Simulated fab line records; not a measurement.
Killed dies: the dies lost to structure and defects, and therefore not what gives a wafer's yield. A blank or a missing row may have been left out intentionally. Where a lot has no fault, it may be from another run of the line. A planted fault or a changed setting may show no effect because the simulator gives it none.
Comparing a struck lot with a sound one	flow sfqLine	24 out of 325 route steps
Sound: the wafers L783.1, L783.3, L783.6. Struck: wafer L787.1 (left out: L787.3, L787.5 of the same lot, which were not struck); the cause appears at the end.
Order at every step that has rows: each side's tool, ch and its chambers, its first start. Under that, the readings that differ: sound wafers	struck wafers	difference of the means	sigmas: that difference in standard deviations of wafers without a fault.
alike: words and numbers the same on both sides, and readings whose means are apart by under 2 such deviations; not compared: readings that were withheld, readings missing a value for some wafer, numbers with overlapping values and no deviation given by the record, and bounds like >300 which may hide the same value.
Wherever a step has rows on one side only, a row that says differs or no value, or a row with sigmas, the two part there. Non-overlapping numbers with no deviation appear without sigmas and do not part them. A reading that every wafer of one side lacks parts them only if that side has two wafers or more.

first, 6 steps without rows for these wafers: SFQ_TRILAYER_I2_VIA_LITHO_COAT_072 (resist thk 62 nm); SFQ_TRILAYER_I2_VIA_LITHO_COAT_067 (resist thk 650 nm); SFQ_TRILAYER_I2_VIA_LITHO_SOFTBAKE_071; SFQ_TRILAYER_I2_VIA_LITHO_EXPOSE_068 (exposes mask I2, target cd 500 nm); SFQ_TRILAYER_I2_VIA_LITHO_PEB_070 (peb time 60 s); SFQ_TRILAYER_I2_VIA_LITHO_DEVELOP_069 (time 60 s).
SFQ_I2_OVL_MEAS_918:
  sound: overlay-01 at day 33 14:43; struck: overlay-01 at day 39 07:44
  alike: I2_OVL
SFQ_TRILAYER_I2_VIA_BARC_OPEN_VIA_ETCH_096: etches BARC in O2, target depth 125 nm, time 41.7 s.
  sound on rieDiel-01 ch 0,1,2, day 33 14:45; struck on rieDiel-03 ch 0, day 39 07:47
  alike: drypumpMotorCurrentA, oesProductAu
  not compared: rfHoursCounterH
SFQ_TRILAYER_I2_VIA_ETCH_VIA_ETCH_070: etches SiO2 in CHF3, stops on Nb, target depth 260 nm.
  sound on rieDiel-01 ch 0,1,2, day 33 14:47; struck on rieDiel-03 ch 0, day 39 07:49
  alike: drypumpMotorCurrentA, oesProductAu
SFQ_TRILAYER_I2_VIA_STRIP_STRIP_071: strips in O2.
  sound on rieMetal-01 ch 0,1, day 33 14:54; struck on rieMetal-04 ch 1, day 39 07:56
  alike: drypumpMotorCurrentA, oesProductAu, platenTempC
  not compared: rfHoursCounterH
then, 2 steps without rows for these wafers: SFQ_TRILAYER_I2_VIA_STRIP_SOLV_CLEAN_072 (cleans in NMP, time 600 s); SFQ_TRILAYER_M3_DEP_PRE_CLEAN_074 (time 22.5 s).
SFQ_TRILAYER_M3_DEP_SPUTTER_073: material Nb, target thk 200 nm, time 133.3 s.
  sound: pvdSputter-03 at day 33 15:42; struck: pvdSputter-05 at day 39 09:08
reading	sound	struck	difference	sigmas
cathodeDcPowerW (W)	2000.5 2000.5 2000.6	1999.7	-0.8	-2
  alike: throttleValvePct
SFQ_M3_RS_MEAS_919: measures by four-point-probe.
  sound: filmMetro-02 at day 33 15:47; struck: filmMetro-02 at day 39 09:14
reading	sound	struck	difference	sigmas
M3_NB_RS (ohm/sq)	0.910 0.898 0.899	0.997	+0.095	+9
then, 6 steps without rows for these wafers: SFQ_TRILAYER_M3_LITHO_COAT_080 (resist thk 62 nm); SFQ_TRILAYER_M3_LITHO_COAT_075 (resist thk 600 nm); SFQ_TRILAYER_M3_LITHO_SOFTBAKE_079; SFQ_TRILAYER_M3_LITHO_EXPOSE_076 (exposes mask M3, target cd 500 nm); SFQ_TRILAYER_M3_LITHO_PEB_078 (peb time 60 s); SFQ_TRILAYER_M3_LITHO_DEVELOP_077 (time 60 s).
SFQ_M3_OVL_MEAS_921:
  sound: overlay-02 at day 33 18:13; struck: overlay-01 at day 39 11:40
reading	sound	struck	difference	sigmas
M3_OVL (nm)	4 0 3	-10	-12	-2
SFQ_TRILAYER_M3_BARC_OPEN_METAL_ETCH_100: etches BARC in O2, target depth 125 nm, time 41.7 s.
  sound on rieMetal-02 ch 0, day 33 18:16; struck on rieMetal-02 ch 0, day 39 11:43
  alike: drypumpMotorCurrentA, oesProductAu
  not compared: rfHoursCounterH
SFQ_TRILAYER_M3_ETCH_METAL_ETCH_078: etches Nb in Cl2/Ar, stops on SiO2, target depth 240 nm, time 120 s.
  sound on rieMetal-02 ch 0, day 33 18:19; struck on rieMetal-02 ch 0, day 39 11:46
reading	sound	struck	difference	sigmas
oesProductAu (a.u.)	0.879 0.885 0.882	0.842	-0.040	-6
  alike: drypumpMotorCurrentA
  not compared: rfHoursCounterH
SFQ_TRILAYER_M3_STRIP_STRIP_079: strips in O2.
  sound on rieMetal-02 ch 0, day 33 18:27; struck on rieMetal-02 ch 0, day 39 11:54
  alike: drypumpMotorCurrentA, oesProductAu, platenTempC
  not compared: rfHoursCounterH

## WHERE THEY PART
At SFQ_TRILAYER_M3_DEP_SPUTTER_073 first; at SFQ_TRILAYER_M3_ETCH_METAL_ETCH_078 last (within this record only). Later steps at which nothing parts them and some readings are alike: SFQ_TRILAYER_M3_STRIP_STRIP_079.

WHY: what the simulator had put in
Site profile drift: pvdSputter-05, from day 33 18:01 on, at SFQ_TRILAYER_M3_DEP_SPUTTER_073. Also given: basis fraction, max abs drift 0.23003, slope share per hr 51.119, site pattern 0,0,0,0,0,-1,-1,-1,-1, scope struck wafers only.
